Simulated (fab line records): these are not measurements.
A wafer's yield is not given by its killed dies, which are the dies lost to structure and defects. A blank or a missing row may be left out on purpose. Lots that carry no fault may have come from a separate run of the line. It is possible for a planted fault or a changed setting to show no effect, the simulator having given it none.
What tool caused it?    flow sky130    at 1 step of a route of 708, 7 lots with 21 wafers sampled

## WHAT THE GAUGES READ, wafer by wafer
SKY_CAPM_OVL_MEAS_12.
lot   measured      on          CAPM_OVL (nm)
L903  day 39 07:48  overlay-02  -0.4 -0.3 -1.7
L906  day 40 07:54  overlay-02  -1.1 0.2 -1.5
L909  day 40 22:20  overlay-02  -3.3 -1.2 -2.8
L913  day 42 06:08  overlay-02  -0.3 1.7 0.6
L917  day 42 23:59  overlay-02  0.7 0.6 -0.1
L919  day 44 03:19  overlay-02  -0.8 0.3 -0.6
L921  day 44 04:51  overlay-01  1.1 1.2 0.5

## TOOL THAT RAN EACH LOT (tool first, then ch and the chambers of the sampled wafers, then the start)
Before these readings, the record contains no process step.

## THE ANSWER, worked out from the rows above alone
Rule: usual is defined by the lots themselves. The widest of any qualifying gaps counts: lots, ordered by their means at a reading, are off when they make up no more than a third of the lots, leave a main group of 4 or more, and stand apart from it by 3 or more times the standard deviation of that group's means. The tables above print the reading to a certain number of digits; a main group whose means all agree to those digits is not used. Also off: a lot with no number at a reading for which 4 or more lots have one. The other lots that the step has rows for count as sound.
None of the lots is off at any reading shown; this tells nothing.

## WHAT THE SIMULATOR HAD INSERTED
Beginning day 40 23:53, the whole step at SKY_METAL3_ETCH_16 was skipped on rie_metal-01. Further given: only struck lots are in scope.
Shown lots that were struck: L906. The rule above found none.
